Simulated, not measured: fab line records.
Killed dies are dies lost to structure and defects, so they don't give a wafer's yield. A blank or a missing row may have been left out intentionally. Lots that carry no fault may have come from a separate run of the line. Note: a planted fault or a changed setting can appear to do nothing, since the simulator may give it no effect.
A sampling plan put to the test | flow sky130 | 16 faults told of in these records, all on one fab line, each judged by the records of the lots it struck
What counts as the plan is the set of the line's own looks, namely the steps on the route at which a gauge or an inspection reads a wafer and does not change it. A look can be judged if struck wafers have a number there and the file gives its usual mean and standard deviation on fault-free wafers. Caught: at a look after the fault's first step, the mean of the struck wafers lies 4 or more of those standard deviations (sigma) from the usual mean. On the tool: the same test on the tool's own readings at the fault's steps. If the struck wafers alone have a blank record, or they carry another recipe, that too counts as caught.

THE FAULTS, as the simulator had put them in
1. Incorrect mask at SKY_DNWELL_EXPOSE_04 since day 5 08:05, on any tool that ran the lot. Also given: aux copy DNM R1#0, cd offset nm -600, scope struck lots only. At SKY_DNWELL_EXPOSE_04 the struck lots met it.
2. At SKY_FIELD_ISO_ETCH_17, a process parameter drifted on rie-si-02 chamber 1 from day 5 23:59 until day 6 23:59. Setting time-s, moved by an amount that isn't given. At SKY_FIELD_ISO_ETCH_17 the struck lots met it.
3. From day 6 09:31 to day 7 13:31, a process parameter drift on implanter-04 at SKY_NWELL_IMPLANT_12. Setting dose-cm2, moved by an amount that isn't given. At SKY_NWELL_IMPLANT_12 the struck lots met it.
4. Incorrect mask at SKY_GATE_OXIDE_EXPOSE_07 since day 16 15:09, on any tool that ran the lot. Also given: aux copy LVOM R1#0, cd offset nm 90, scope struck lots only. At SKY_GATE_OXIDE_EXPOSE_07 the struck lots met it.
5. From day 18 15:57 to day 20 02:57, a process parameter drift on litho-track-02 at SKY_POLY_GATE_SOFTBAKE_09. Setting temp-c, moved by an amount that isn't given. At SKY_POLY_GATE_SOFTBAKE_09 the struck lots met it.
6. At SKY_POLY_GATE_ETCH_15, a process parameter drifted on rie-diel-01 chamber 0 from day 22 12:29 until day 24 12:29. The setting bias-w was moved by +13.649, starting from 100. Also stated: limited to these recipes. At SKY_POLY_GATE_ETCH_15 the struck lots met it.
7. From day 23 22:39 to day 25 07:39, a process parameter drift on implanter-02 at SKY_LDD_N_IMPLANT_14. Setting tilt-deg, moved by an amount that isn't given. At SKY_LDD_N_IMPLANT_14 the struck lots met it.
8. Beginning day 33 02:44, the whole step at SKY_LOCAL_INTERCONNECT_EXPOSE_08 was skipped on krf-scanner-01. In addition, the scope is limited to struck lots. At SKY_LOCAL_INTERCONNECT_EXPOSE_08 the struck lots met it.
9. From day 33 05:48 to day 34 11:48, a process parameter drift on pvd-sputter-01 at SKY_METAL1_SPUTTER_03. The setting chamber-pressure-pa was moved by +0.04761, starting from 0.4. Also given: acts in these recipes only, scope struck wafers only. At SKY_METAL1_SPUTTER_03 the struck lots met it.
10. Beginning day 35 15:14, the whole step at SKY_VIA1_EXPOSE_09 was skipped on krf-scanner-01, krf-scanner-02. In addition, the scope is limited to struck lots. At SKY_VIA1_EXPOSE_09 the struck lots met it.
11. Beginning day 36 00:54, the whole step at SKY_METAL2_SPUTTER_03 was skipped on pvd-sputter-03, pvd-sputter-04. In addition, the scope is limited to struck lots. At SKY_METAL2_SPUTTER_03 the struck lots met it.
12. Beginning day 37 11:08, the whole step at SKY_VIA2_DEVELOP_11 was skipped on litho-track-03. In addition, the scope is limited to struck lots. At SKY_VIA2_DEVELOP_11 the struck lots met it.
13. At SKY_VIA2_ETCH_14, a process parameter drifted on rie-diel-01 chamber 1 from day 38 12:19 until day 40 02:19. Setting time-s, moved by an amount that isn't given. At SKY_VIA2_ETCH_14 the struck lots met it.
14. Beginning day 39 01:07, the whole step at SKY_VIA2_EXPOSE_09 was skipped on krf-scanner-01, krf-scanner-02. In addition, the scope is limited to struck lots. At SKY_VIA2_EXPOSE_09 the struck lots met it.
15. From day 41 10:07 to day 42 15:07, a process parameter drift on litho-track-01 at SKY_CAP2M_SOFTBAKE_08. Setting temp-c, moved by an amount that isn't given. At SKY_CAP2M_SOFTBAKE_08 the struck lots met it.
16. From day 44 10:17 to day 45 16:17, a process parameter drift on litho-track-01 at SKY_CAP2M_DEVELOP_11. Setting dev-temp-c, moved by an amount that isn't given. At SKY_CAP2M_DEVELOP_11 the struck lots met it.

WHAT THE PLAN SAW
fault | on the tool itself                               | first look that catches it                      | reading, sigma | median hours from its first step to that look | hours from the fault's start to the first struck lot there | judged looks passed uncaught
1     | no reading that can be judged                    | not the one look that can be judged after it    | -              | -                                             | -                                                          | 1
2     | run-length-s -99 or beyond sigma                 | not the one look that can be judged after it    | -              | -                                             | -                                                          | 1
3     | dose-ions-cm2 +58 sigma                          | not the one look that can be judged after it    | -              | -                                             | -                                                          | 1
4     | under 2 sigma                                    | not the one look that can be judged after it    | -              | -                                             | -                                                          | 1
5     | plate-temp-C -13 sigma                           | no look after it can be judged                  | -              | -                                             | -                                                          | 0
6     | bias-w +46 sigma                                 | none of the 2 looks that can be judged after it | -              | -                                             | -                                                          | 2
7     | tilt-deg -99 or beyond sigma                     | not the one look that can be judged after it    | -              | -                                             | -                                                          | 1
8     | no reading that can be judged                    | no look after it can be judged                  | -              | -                                             | -                                                          | 0
9     | chamber-pressure-pa +60 sigma                    | no look after it can be judged                  | -              | -                                             | -                                                          | 0
10    | no reading that can be judged                    | no look after it can be judged                  | -              | -                                             | -                                                          | 0
11    | the tool's record is blank for the struck wafers | none of the 2 looks that can be judged after it | -              | -                                             | -                                                          | 2
12    | the tool's record is blank for the struck wafers | no look after it can be judged                  | -              | -                                             | -                                                          | 0
13    | run-length-s +11 sigma                           | no look after it can be judged                  | -              | -                                             | -                                                          | 0
14    | no reading that can be judged                    | no look after it can be judged                  | -              | -                                             | -                                                          | 0
15    | heater-power-total-W -35 sigma                   | no look after it can be judged                  | -              | -                                             | -                                                          | 0
16    | developer-temp-C -7.8 sigma                      | no look after it can be judged                  | -              | -                                             | -                                                          | 0
A dash: the fault isn't caught, or these records don't give the number.

Caught at a look: 0 of 16. Caught on the tool: 11 of 16. By one or the other: 11 of 16.
Faults 2, 3, 5, 6, 7, 9, 11, 12, 13, 15, 16 were caught on the tool alone.
Caught by neither: faults 1, 4, 8, 10, 14.
